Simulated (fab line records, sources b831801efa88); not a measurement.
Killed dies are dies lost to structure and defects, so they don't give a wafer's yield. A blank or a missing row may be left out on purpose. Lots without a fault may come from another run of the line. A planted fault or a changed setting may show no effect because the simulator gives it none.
fab line records | flow sky130
record lots=12 wafers=36 last_day=50
route steps=708 shown LDD_N@254 LDD_HVN@274 LDD_LDN@299 PAD_OPEN@708
lots that met no fault: from a run of the same line without faults
start_h: hours from the record's first day to the start of the lot's first wafer shown | wait_h: hours since the lot's step before | " the same as in the row above | L1.1+2: a row that stands for several wafers | - no value, or no start given | * or withheld: withheld | < > ~ a bound
route shown NAME@n: a module of which the file shows steps, and the number in the route of the first | usual: mean/standard deviation of fault-free wafers | same: alike in all rows | chamber/n: place in a boat | sites: the reading at each site | _std_site: their standard deviation | _edge_site: outer sites' mean less inner sites' | radius_mm: how far each site lies from the wafer's centre | mask NAME#n: copy n | behind: the tool/chamber that last shaped the wafer | hold: why the lot was held/for how many hours/how that ended | device: the transistor (n, p or np) that didn't switch | end of line: the same wafers' tests at the end of the route | a step without rows: its recipe alone | killed: dies lost to structure and defects at the first sort, not the wafer's yield | map: a wafer's dies, x killed, . not, _ none there
set.NAME: the setting as run; set.NAME@STEP: as run at that earlier step | model.NAME: the simulator's own value behind a step, which no gauge read
steps of the route over a sample of lots; a table a step, a row a wafer
services: from which hour (start_h, from the record's first day; less than 0 if before it) a tool's chamber was out of use, for how many hours, and why
## steps
# step SKY_LDD_N_TW_MEAS_17
# usual LDD_N_TW=2573/19
# columns lot.wafer tool chamber start_h wait_h LDD_N_TW
L322.2 film_metro-04 - 407.58 0.1 2595
L322.3 " - " " 2593
L322.4 " - " " 2591
L324.2 film_metro-04 - 421.33 0.1 2579
L324.3 " - " " 2585
L324.6 " - " " 2580
L326.1 film_metro-01 - 435.77 0.1 2568
L326.4 " - " " 2564
L326.6 " - " " 2545
L328.3 film_metro-01 - 454.57 0.1 2569
L328.5 " - " " 2566
L328.6 " - " " 2555
L330.1 film_metro-01 - 469.37 0.1 2548
L330.3 " - " " 2549
L330.6 " - " " 2543
L331.1 film_metro-02 - 484.72 0.1 2577
L331.2 " - " " 2563
L331.6 " - " " 2564
L332.1 film_metro-02 - 496.55 0.1 2577
L332.3 " - " " 2580
L332.6 " - " " 2581
L333.1 film_metro-04 - 499.15 0.1 2602
L333.4 " - " " 2605
L333.6 " - " " 2602
L334.1 film_metro-04 - 517.72 0.1 2595
L334.3 " - " " 2599
L334.6 " - " " 2596
L336.2 film_metro-04 - 530.98 0.1 2578
L336.5 " - " " 2590
L336.6 " - " " 2578
L344.1 film_metro-04 - 592.22 0.1 2575
L344.2 " - " " 2586
L344.3 " - " " 2590
L345.3 film_metro-01 - 596.49 0.1 2538
L345.5 " - " " 2535
L345.6 " - " " 2531
# step SKY_LDD_HVN_OVL_MEAS_07
# usual LDD_HVN_OVL=0.0/1.2
# columns lot.wafer tool chamber start_h wait_h LDD_HVN_OVL[nm]
L322.2 overlay-01 - 466.49 0.1 0.7
L322.3 " - " " 3.1
L322.4 " - " " 0.8
L324.2 overlay-01 - 482.17 0.1 0.5
L324.3 " - " " 0.7
L324.6 " - " " 0.3
L326.1 overlay-01 - 496.93 0.1 0.3
L326.4 " - " " 2.0
L326.6 " - " " 0.9
L328.3 overlay-01 - 515.82 0.1 -0.3
L328.5 " - " " 0.3
L328.6 " - " " 0.9
L330.1 overlay-02 - 530.23 0.1 -1.2
L330.3 " - " " 2.7
L330.6 " - " " -0.6
L331.1 overlay-01 - 545.53 0.1 -1.2
L331.2 " - " " 0.2
L331.6 " - " " 0.4
L332.1 overlay-02 - 558.03 0.1 -0.3
L332.3 " - " " -2.2
L332.6 " - " " -1.5
L333.1 overlay-02 - 559.83 0.1 0.3
L333.4 " - " " 2.7
L333.6 " - " " 2.6
L334.1 overlay-02 - 578.81 0.1 0.5
L334.3 " - " " -0.8
L334.6 " - " " 0.3
L336.2 overlay-01 - 591.84 0.1 0.7
L336.5 " - " " -0.7
L336.6 " - " " 2.0
L344.1 overlay-02 - 647.81 0.1 -0.8
L344.2 " - " " 0.7
L344.3 " - " " -1.0
L345.3 overlay-01 - 651.79 0.1 -1.3
L345.5 " - " " 1.2
L345.6 " - " " -0.4
# step SKY_LDD_HVN_STRIP_09
# recipe chemistry=O2/N2 power_w=1400 pressure_mtorr=1500 platen_temp_c=withheld o2_flow_sccm=3000 n2_flow_sccm=300 overash_fraction=0.5
# usual drypump_motor_current_A=6.0/0.43 oes_product_au=0.408/0.0049 strip_time_to_endpoint_s=4.138/0.018
# columns lot.wafer tool chamber start_h wait_h drypump_motor_current_A oes_product_au rf_hours_counter_h strip_time_to_endpoint_s
L322.2 plasma_asher-03 0 466.67 0.1 5.8 0.413 73 4.139
L322.3 " 1 " " 5.6 0.400 - 4.142
L322.4 " 0 " " 5.8 0.402 - 4.166
L324.2 plasma_asher-04 1 482.35 0.1 5.8 0.402 66 4.109
L324.3 " 0 " " 6.6 0.402 - 4.141
L324.6 " 0 " " 6.5 0.408 - 4.120
L326.1 plasma_asher-01 0 497.12 0.1 5.4 0.408 40 4.128
L326.4 " 1 " " 6.4 0.414 - 4.137
L326.6 " 1 " " 6.4 0.408 - 4.144
L328.3 plasma_asher-04 1 516.03 0.1 5.8 0.408 - 4.127
L328.5 " 1 " " 5.8 0.411 - 4.142
L328.6 " 0 " " 6.5 0.409 - 4.122
L330.1 plasma_asher-01 0 530.42 0.1 5.4 0.412 43 4.142
L330.3 " 0 " " 5.4 0.401 - 4.146
L330.6 " 1 " " 6.4 0.407 - 4.132
L331.1 plasma_asher-03 1 545.72 0.1 5.6 0.404 81 4.138
L331.2 " 0 " " 5.8 0.410 81 4.150
L331.6 " 1 " " 5.6 0.413 - 4.119
L332.1 plasma_asher-04 0 558.22 0.1 6.6 0.403 73 4.169
L332.3 " 1 " " 5.8 0.414 - 4.165
L332.6 " 1 " " 5.8 0.402 - 4.154
L333.1 plasma_asher-03 1 560.02 0.1 5.5 0.407 82 4.143
L333.4 " 0 " " 5.8 0.413 - 4.140
L333.6 " 0 " " 5.8 0.411 - 4.140
L334.1 plasma_asher-04 1 579.00 0.1 5.7 0.410 75 4.122
L334.3 " 1 " " 5.8 0.402 - 4.113
L334.6 " 0 " " 6.6 0.402 - 4.130
L336.2 plasma_asher-04 0 592.02 0.1 6.5 0.412 76 4.158
L336.5 " 1 " " 5.8 0.404 - 4.151
L336.6 " 0 " " 6.5 0.406 - 4.145
L344.1 plasma_asher-04 1 648.00 0.1 5.7 0.402 82 4.153
L344.2 " 0 " " 6.5 0.401 82 4.146
L344.3 " 0 " " 6.6 0.408 - 4.166
L345.3 plasma_asher-01 0 652.00 0.1 5.3 0.400 - 4.148
L345.5 " 0 " " 5.3 0.415 - 4.152
L345.6 " 1 " " 6.4 0.410 - 4.152
# step SKY_LDD_LDN_IMPLANT_10
# recipe species=As energy_kev=15 dose_cm2=1.25e+13 tilt_deg=withheld rotation_deg=203
# usual beam_energy_keV=15.001/0.005 dose_ions_cm2=1.2497e+13/1.3e+10 faraday_current_uA=70.5/1.5
# columns lot.wafer tool chamber start_h wait_h beam_energy_keV dose_ions_cm2 faraday_current_uA
L322.2 implanter-04 0 528.54 0.1 15.006 1.2512e+13 71.1
L322.3 " 0 " " 14.997 1.2496e+13 70.2
L322.4 " 0 " " 15.003 1.2513e+13 68.5
L324.2 implanter-03 0 544.44 0.1 15.003 1.2482e+13 71.4
L324.3 " 0 " " 14.993 1.2486e+13 73.4
L324.6 " 0 " " 14.998 1.2475e+13 70.1
L326.1 implanter-02 0 558.57 0.1 14.999 1.2484e+13 68.3
L326.4 " 0 " " 15.003 1.2502e+13 70.6
L326.6 " 0 " " 14.999 1.2503e+13 70.9
L328.3 implanter-02 0 577.65 0.1 15.003 1.2491e+13 69.2
L328.5 " 0 " " 15.004 1.25e+13 71.3
L328.6 " 0 " " 15.006 1.2479e+13 71.4
L330.1 implanter-04 0 591.22 0.1 15.005 1.25e+13 70.1
L330.3 " 0 " " 15.002 1.251e+13 71.4
L330.6 " 0 " " 14.997 1.2501e+13 71.8
L331.1 implanter-03 0 605.17 0.1 15.001 1.249e+13 69.6
L331.2 " 0 " " 15.007 1.2495e+13 69.1
L331.6 " 0 " " 15.006 1.249e+13 70.2
L332.1 implanter-04 0 617.32 0.1 15.003 1.2502e+13 70.4
L332.3 " 0 " " 15.008 1.2515e+13 73.6
L332.6 " 0 " " 14.996 1.2511e+13 72.0
L333.1 implanter-04 0 619.17 0.1 14.992 1.2515e+13 68.8
L333.4 " 0 " " 14.991 1.251e+13 68.1
L333.6 " 0 " " 14.988 1.2516e+13 69.9
L334.1 implanter-04 0 635.70 0.1 15.004 1.245e+12 7.1
L334.3 " 0 " " 14.999 1.267e+12 7.1
L334.6 " 0 " " 15.001 1.249e+12 7.1
L336.2 implanter-04 0 647.99 0.1 15.003 1.254e+12 6.8
L336.5 " 0 " " 14.999 1.281e+12 7.0
L336.6 " 0 " " 14.997 1.248e+12 7.1
L344.1 implanter-03 0 702.21 0.1 15.006 1.2504e+13 70.5
L344.2 " 0 " " 15.002 1.2506e+13 73.2
L344.3 " 0 " " 14.998 1.2492e+13 69.8
L345.3 implanter-02 0 707.96 0.1 14.999 1.2507e+13 68.2
L345.5 " 0 " " 14.993 1.2491e+13 70.6
L345.6 " 0 " " 14.996 1.2506e+13 66.5
# step SKY_LDD_LDN_TW_MEAS_13
# usual LDD_LDN_TW=1480/11
# columns lot.wafer tool chamber start_h wait_h LDD_LDN_TW
L322.2 film_metro-04 - 528.93 0.1 1477
L322.3 " - " " 1477
L322.4 " - " " 1478
L324.2 film_metro-02 - 544.83 0.1 1473
L324.3 " - " " 1469
L324.6 " - " " 1467
L326.1 film_metro-01 - 558.97 0.1 1460
L326.4 " - " " 1463
L326.6 " - " " 1471
L328.3 film_metro-02 - 578.02 0.1 1476
L328.5 " - " " 1473
L328.6 " - " " 1468
L330.1 film_metro-02 - 591.62 0.1 1471
L330.3 " - " " 1470
L330.6 " - " " 1475
L331.1 film_metro-04 - 605.57 0.1 1483
L331.2 " - " " 1477
L331.6 " - " " 1484
L332.1 film_metro-04 - 617.72 0.1 1492
L332.3 " - " " 1489
L332.6 " - " " 1480
L333.1 film_metro-04 - 619.57 0.1 1483
L333.4 " - " " 1485
L333.6 " - " " 1488
L334.1 film_metro-04 - 636.10 0.1 1374
L334.3 " - " " 1372
L334.6 " - " " 1369
L336.2 film_metro-01 - 648.37 0.1 1380
L336.5 " - " " 1378
L336.6 " - " " 1391
L344.1 film_metro-01 - 702.61 0.1 1486
L344.2 " - " " 1481
L344.3 " - " " 1492
L345.3 film_metro-02 - 708.33 0.1 1464
L345.5 " - " " 1467
L345.6 " - " " 1465
# step SKY_PAD_OPEN_PROBE_99
# usual killed_at_M0_to_M3=43/6.8 killed_at_M4_up=3.3/1.8 killed_at_contacts=25/5.9 killed_at_front_end=16/4.2 killed_at_other=0.3/0.69 killed_dies=87/8.6 killed_open=48/6.3 killed_short=39/5.3
# same gross_dies=492 killed_at_back_side=0
# columns lot.wafer tool chamber start_h wait_h killed_at_M0_to_M3 killed_at_M4_up killed_at_contacts killed_at_front_end killed_at_other killed_dies killed_open killed_short
L326.1 prober-02 - 1096.59 0.1 48 4 28 22 1 103 60 43
L326.4 prober-02 - 1096.74 0.2 38 3 29 12 0 82 55 27
L326.6 prober-02 - 1096.84 0.2 43 1 33 24 0 101 62 39
L328.3 prober-01 - 1114.95 0.2 48 4 24 15 0 91 41 49
L328.5 prober-01 - 1115.05 0.2 32 1 20 9 0 62 33 29
L328.6 prober-01 - 1115.10 0.2 43 2 28 26 2 101 59 41
L330.1 prober-01 - 1118.30 0.1 45 3 20 12 0 80 44 36
L330.3 prober-01 - 1118.40 0.2 47 0 25 16 0 88 48 40
L330.6 prober-01 - 1118.55 0.2 37 2 29 19 0 87 50 37
L331.1 prober-02 - 1124.54 0.1 51 4 25 20 0 100 45 54
L331.2 prober-02 - 1124.59 0.1 58 3 17 12 2 92 47 44
L331.6 prober-02 - 1124.79 0.2 35 4 33 17 2 91 53 35
L333.1 prober-02 - 1138.76 0.1 43 3 35 13 0 94 57 37
L333.4 prober-02 - 1138.91 0.2 41 5 22 21 0 89 45 42
L333.6 prober-02 - 1139.01 0.2 56 2 21 21 2 102 58 43
L344.1 prober-02 - 1191.94 0.1 40 4 25 30 3 102 51 48
L344.2 prober-02 - 1191.99 0.1 50 2 34 16 0 102 53 48
L344.3 prober-02 - 1192.04 0.2 52 2 35 20 0 109 59 50
# killed by level:class
L326.1 VIA1:geometric_particle:open=15 VIA2:geometric_particle:open=9 LI_CONTACT:geometric_particle:open=8 CONTACT:geometric_particle:open=8 FIELD_ISO:geometric_particle:short=6 FIELD_ISO:geometric_particle:open=5 POLY_GATE:geometric_particle:short=5 LI_CONTACT:geometric_particle:short=5
L326.4 VIA1:geometric_particle:open=13 CONTACT:geometric_particle:open=11 LI_CONTACT:geometric_particle:open=10 VIA2:geometric_particle:open=6 LI_CONTACT:geometric_particle:short=5 FIELD_ISO:geometric_particle:short=4 VIA2:geometric_particle:short=4 POLY_GATE:geometric_particle:open=3
L326.6 VIA1:geometric_particle:open=14 CONTACT:geometric_particle:open=11 VIA3:geometric_particle:open=9 LI_CONTACT:geometric_particle:open=8 VIA2:geometric_particle:open=7 FIELD_ISO:geometric_particle:short=6 POLY_GATE:geometric_particle:short=5 LOCAL_INTERCONNECT:geometric_particle:short=5
L328.3 CONTACT:geometric_particle:open=9 VIA2:geometric_particle:open=9 METAL2:geometric_particle:short=8 VIA3:geometric_particle:open=8 CONTACT:geometric_particle:short=7 METAL1:geometric_particle:short=7 VIA1:geometric_particle:short=6 LI_CONTACT:geometric_particle:open=6
L328.5 VIA1:geometric_particle:open=8 LI_CONTACT:geometric_particle:open=6 VIA1:geometric_particle:short=5 LOCAL_INTERCONNECT:geometric_particle:short=4 CONTACT:geometric_particle:open=4 METAL1:geometric_particle:short=4 POLY_GATE:geometric_particle:short=3 LI_CONTACT:geometric_particle:short=3
L328.6 FIELD_ISO:geometric_particle:open=10 LI_CONTACT:geometric_particle:open=10 VIA1:geometric_particle:open=9 CONTACT:geometric_particle:open=8 METAL1:geometric_particle:short=7 CONTACT:geometric_particle:short=6 METAL2:geometric_particle:short=6 VIA3:geometric_particle:open=6
L330.1 CONTACT:geometric_particle:open=12 VIA1:geometric_particle:short=8 VIA1:geometric_particle:open=8 METAL2:geometric_particle:short=8 VIA2:geometric_particle:open=6 LI_CONTACT:geometric_particle:open=4 METAL1:geometric_particle:short=4 POLY_GATE:geometric_particle:short=3
L330.3 CONTACT:geometric_particle:open=10 VIA2:geometric_particle:open=9 VIA3:geometric_particle:open=7 METAL1:geometric_particle:short=7 VIA1:geometric_particle:short=6 METAL2:geometric_particle:short=6 POLY_GATE:geometric_particle:short=5 LI_CONTACT:geometric_particle:open=5
L330.6 CONTACT:geometric_particle:open=13 VIA1:geometric_particle:open=7 LI_CONTACT:geometric_particle:open=6 FIELD_ISO:geometric_particle:open=4 POLY_GATE:geometric_particle:open=4 POLY_GATE:geometric_particle:short=4 CONTACT:geometric_particle:short=4 VIA3:geometric_particle:open=4
L331.1 VIA1:geometric_particle:open=11 METAL1:geometric_particle:short=8 VIA1:geometric_particle:short=8 CONTACT:geometric_particle:short=7 VIA3:geometric_particle:open=7 POLY_GATE:geometric_particle:open=6 LOCAL_INTERCONNECT:geometric_particle:short=6 CONTACT:geometric_particle:open=6
L331.2 VIA1:geometric_particle:open=9 VIA2:geometric_particle:open=9 VIA2:geometric_particle:short=8 VIA1:geometric_particle:short=8 LI_CONTACT:geometric_particle:open=7 VIA3:geometric_particle:open=7 METAL1:geometric_particle:short=6 METAL2:geometric_particle:short=4
L331.6 CONTACT:geometric_particle:open=16 VIA3:geometric_particle:open=7 LI_CONTACT:geometric_particle:open=7 CONTACT:geometric_particle:short=6 METAL1:geometric_particle:short=6 VIA1:geometric_particle:open=6 FIELD_ISO:geometric_particle:short=5 VIA2:geometric_particle:open=5
L333.1 CONTACT:geometric_particle:open=13 VIA1:geometric_particle:open=12 VIA3:geometric_particle:open=9 CONTACT:geometric_particle:short=8 LI_CONTACT:geometric_particle:open=7 LI_CONTACT:geometric_particle:short=5 POLY_GATE:geometric_particle:short=4 POLY_GATE:geometric_particle:open=4
L333.4 FIELD_ISO:geometric_particle:open=10 VIA1:geometric_particle:open=8 VIA1:geometric_particle:short=8 VIA2:geometric_particle:open=6 LI_CONTACT:geometric_particle:open=6 LOCAL_INTERCONNECT:geometric_particle:short=6 CONTACT:geometric_particle:open=6 VIA3:geometric_particle:open=6
L333.6 VIA1:geometric_particle:open=15 VIA2:geometric_particle:open=11 LI_CONTACT:geometric_particle:open=8 POLY_GATE:geometric_particle:open=7 VIA2:geometric_particle:short=7 FIELD_ISO:geometric_particle:open=6 CONTACT:geometric_particle:open=5 VIA1:geometric_particle:short=5
L344.1 CONTACT:geometric_particle:open=12 FIELD_ISO:geometric_particle:short=10 POLY_GATE:geometric_particle:short=8 VIA1:geometric_particle:open=8 VIA3:geometric_particle:open=6 METAL2:geometric_particle:short=5 POLY_GATE:geometric_particle:open=5 LI_CONTACT:geometric_particle:open=5
L344.2 CONTACT:geometric_particle:open=12 LOCAL_INTERCONNECT:geometric_particle:short=9 VIA2:geometric_particle:open=9 VIA3:geometric_particle:open=8 LI_CONTACT:geometric_particle:open=7 METAL2:geometric_particle:short=7 METAL1:geometric_particle:short=6 FIELD_ISO:geometric_particle:open=5
L344.3 VIA1:geometric_particle:open=18 CONTACT:geometric_particle:open=11 LI_CONTACT:geometric_particle:open=9 LOCAL_INTERCONNECT:geometric_particle:short=7 VIA2:geometric_particle:open=7 VIA1:geometric_particle:short=6 FIELD_ISO:geometric_particle:short=5 CONTACT:geometric_particle:short=5
## services
# columns tool chamber start_h hours kind
implanter-02 - 457.51 6.4 repair
implanter-04 - 487.40 7.4 repair
implanter-02 - 488.03 1.3 repair
plasma_asher-04 - 499.27 5.6 repair
implanter-03 - 507.27 2.7 repair
implanter-02 - 550.79 0.6 repair
implanter-03 - 590.51 0.5 repair
plasma_asher-04 - 600.10 1.6 repair
plasma_asher-01 - 609.19 5.1 repair
plasma_asher-04 - 611.08 2.1 repair
plasma_asher-01 - 614.37 2.8 pm
implanter-02 - 624.57 6.4 repair
implanter-03 - 646.95 18.8 pm
implanter-04 - 662.53 4.1 pm
implanter-03 - 665.79 3.6 pm
implanter-03 - 667.00 10.0 repair
implanter-03 - 677.24 8.4 repair
## key
first_sign step=SKY_LDD_LDN_IMPLANT_10 reading=dose_ions_cm2 direction=down sigmas=99+ usual=* struck=*
effect step=SKY_LDD_LDN_IMPLANT_10 reading=faraday_current_uA direction=down sigmas=43 usual=70.5 struck=7.0
effect step=SKY_LDD_LDN_TW_MEAS_13 reading=LDD_LDN_TW direction=down sigmas=9.2 usual=1480 struck=1377
met_at SKY_LDD_LDN_IMPLANT_10
struck_lots L334,L336
tester_left_out L334,L336
not_acting_at SKY_LDD_N_TW_MEAS_17,SKY_LDD_HVN_OVL_MEAS_07,SKY_LDD_HVN_STRIP_09
onset_between 619.17 635.70
fault kind=process_parameter_drift tool=implanter-04 chamber=- onset_h=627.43 steps=SKY_LDD_LDN_IMPLANT_10 channel=dose_cm2 offset=* shape=step end_h=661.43 acts_in=* stated=*
# tester_left_out: of these lots the tester's yield and bins aren't shown, on N5 and GAA mostly nor the transistor test; their killed dies are dies lost to structure and defects alone, not to doping, threshold or leakage, so they don't give the yield
